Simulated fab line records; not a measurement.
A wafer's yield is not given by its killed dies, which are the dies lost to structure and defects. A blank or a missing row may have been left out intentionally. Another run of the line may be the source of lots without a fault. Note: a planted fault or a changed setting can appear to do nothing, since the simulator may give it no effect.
The tool behind it: which one?    flow sky130    Sampling: 13 lots, 39 wafers, 4 of 708 route steps

WHAT THE GAUGES SHOWED, per wafer
SKY_PAD_OPEN_BOW_MEAS_13.
lot   measured      on             PAD_OPEN_BOW (um)
L108  day 45 18:14  film metro-01  50 40 48
L109  day 46 04:02  film metro-02  30 30 32
L110  day 46 10:46  film metro-02  67 54 54
L111  day 46 16:16  film metro-04  33 41 41
L112  day 46 23:13  film metro-01  50 60 50
L113  day 47 06:26  film metro-04  46 44 50
L114  day 47 15:16  film metro-02  46 46 39
L115  day 47 18:47  film metro-04  67 45 48
L117  day 48 01:34  film metro-02  54 58 51
L118  day 48 11:53  film metro-01  46 55 45
L119  day 48 17:26  film metro-02  45 41 49
L121  day 48 23:10  film metro-04  47 37 42
L130  day 51 01:29  film metro-01  53 58 65

TOOL THAT RAN EACH LOT (tool first, then ch and the chambers of the sampled wafers, then the start)
lot   SKY_CONTACT_CVD_00               SKY_CAP2M_SPUTTER_02          SKY_METAL5_STRIP_16
L108  pecvd-03 ch 0,2, day 30 07:59    pvd sputter-04, day 39 14:41  plasma asher-03 ch 0,1, day 43 18:39
L109  pecvd-03 ch 0,1,2, day 30 21:17  pvd sputter-03, day 40 04:49  plasma asher-01 ch 0,1, day 44 05:49
L110  pecvd-01 ch 0,1,2, day 31 06:19  pvd sputter-02, day 40 12:08  plasma asher-01 ch 0,1, day 44 13:41
L111  pecvd-01 ch 0,1,2, day 31 14:57  pvd sputter-03, day 40 16:59  plasma asher-04 ch 0,1, day 44 18:49
L112  pecvd-01 ch 0,1, day 31 23:19    pvd sputter-03, day 41 02:23  plasma asher-03 ch 0,1, day 45 02:46
L113  pecvd-03 ch 0,1,2, day 32 10:13  pvd sputter-04, day 41 10:53  plasma asher-01 ch 0,1, day 45 10:32
L114  pecvd-01 ch 0,2, day 32 20:44    pvd sputter-03, day 41 19:07  plasma asher-01 ch 0,1, day 45 17:58
L115  pecvd-03 ch 0,1,2, day 33 02:53  pvd sputter-02, day 42 01:55  plasma asher-03 ch 0,1, day 45 23:26
L117  pecvd-01 ch 0,2, day 33 11:08    pvd sputter-03, day 42 09:47  plasma asher-03 ch 0,1, day 46 06:59
L118  pecvd-01 ch 0,1, day 34 02:10    pvd sputter-03, day 42 22:20  plasma asher-04 ch 0,1, day 46 17:41
L119  pecvd-04 ch 0,1, day 34 09:13    pvd sputter-02, day 43 06:20  plasma asher-01 ch 0,1, day 47 00:15
L121  pecvd-03 ch 0,1,2, day 34 20:06  pvd sputter-03, day 43 14:27  plasma asher-04 ch 0,1, day 47 06:58
L130  pecvd-01 ch 0,1,2, day 37 19:10  pvd sputter-02, day 46 04:42  plasma asher-04 ch 0,1, day 49 14:31
- SKY_CONTACT_CVD_00: deposits Si3N4, target thk 75 nm.
- SKY_CAP2M_SPUTTER_02: material TiN, target thk 200 nm, time 166.7 s.
- SKY_METAL5_STRIP_16: strips in O2/N2.

WHAT THE TOOLS THEMSELVES READ (means of the sampled wafers that have a number; where no wafer has one, the mark that the record gives instead)
SKY_CONTACT_CVD_00.
lot   tool      heater power w (W)
L108  pecvd-03  759
L109  pecvd-03  737
L110  pecvd-01  736
L111  pecvd-01  782
L112  pecvd-01  773
L113  pecvd-03  679
L114  pecvd-01  761
L115  pecvd-03  688
L117  pecvd-01  788
L118  pecvd-01  662
L119  pecvd-04  751
L121  pecvd-03  702
L130  pecvd-01  761

SKY_CAP2M_SPUTTER_02.
lot   tool            cathode dc power W (W)  throttle valve pct (%)
L108  pvd sputter-04  6499.9                  29.0
L109  pvd sputter-03  6499.4                  30.4
L110  pvd sputter-02  6498.7                  28.8
L111  pvd sputter-03  6500.5                  30.8
L112  pvd sputter-03  6501.1                  31.1
L113  pvd sputter-04  6500.8                  29.8
L114  pvd sputter-03  6499.9                  31.2
L115  pvd sputter-02  6500.3                  29.2
L117  pvd sputter-03  6499.9                  30.5
L118  pvd sputter-03  6499.7                  30.5
L119  pvd sputter-02  6500.9                  29.6
L121  pvd sputter-03  6500.0                  29.8
L130  pvd sputter-02  6499.0                  29.8

SKY_METAL5_STRIP_16.
lot   tool             drypump motor current A (A)  oes product au (a.u.)  strip time to endpoint s (s)
L108  plasma asher-03  6.6                          0.708                  13.02
L109  plasma asher-01  6.1                          0.709                  13.12
L110  plasma asher-01  6.4                          0.710                  13.10
L111  plasma asher-04  5.3                          0.710                  13.09
L112  plasma asher-03  6.6                          0.706                  13.01
L113  plasma asher-01  6.1                          0.711                  13.06
L114  plasma asher-01  6.1                          0.712                  13.18
L115  plasma asher-03  6.6                          0.711                  13.14
L117  plasma asher-03  6.6                          0.703                  13.12
L118  plasma asher-04  5.8                          0.711                  13.27
L119  plasma asher-01  6.2                          0.713                  13.14
L121  plasma asher-04  5.8                          0.712                  12.82
L130  plasma asher-04  5.8                          0.714                  13.16

THE ANSWER, worked out from the rows above alone
Rule: the lots themselves supply what counts as usual. The widest of any qualifying gaps counts: lots, ordered by their means at a reading, are off when they make up no more than a third of the lots, leave a main group of 4 or more, and stand apart from it by 3 or more times the standard deviation of that group's means. A main group whose means are all the same, to the digits that the tables above print for the reading, isn't used. Also off: a lot with no number at a reading for which 4 or more lots have one. The other lots that the step has rows for count as sound. First the gauges in route order, then the tools' own readings, where a lot's mean is used as printed above. At the first step where some lot is off, the reading lying furthest off is the one used; lots without a number count as furthest.
No lot is off at any reading shown: from this, nothing can be told.

WHAT THE SIMULATOR PUT IN
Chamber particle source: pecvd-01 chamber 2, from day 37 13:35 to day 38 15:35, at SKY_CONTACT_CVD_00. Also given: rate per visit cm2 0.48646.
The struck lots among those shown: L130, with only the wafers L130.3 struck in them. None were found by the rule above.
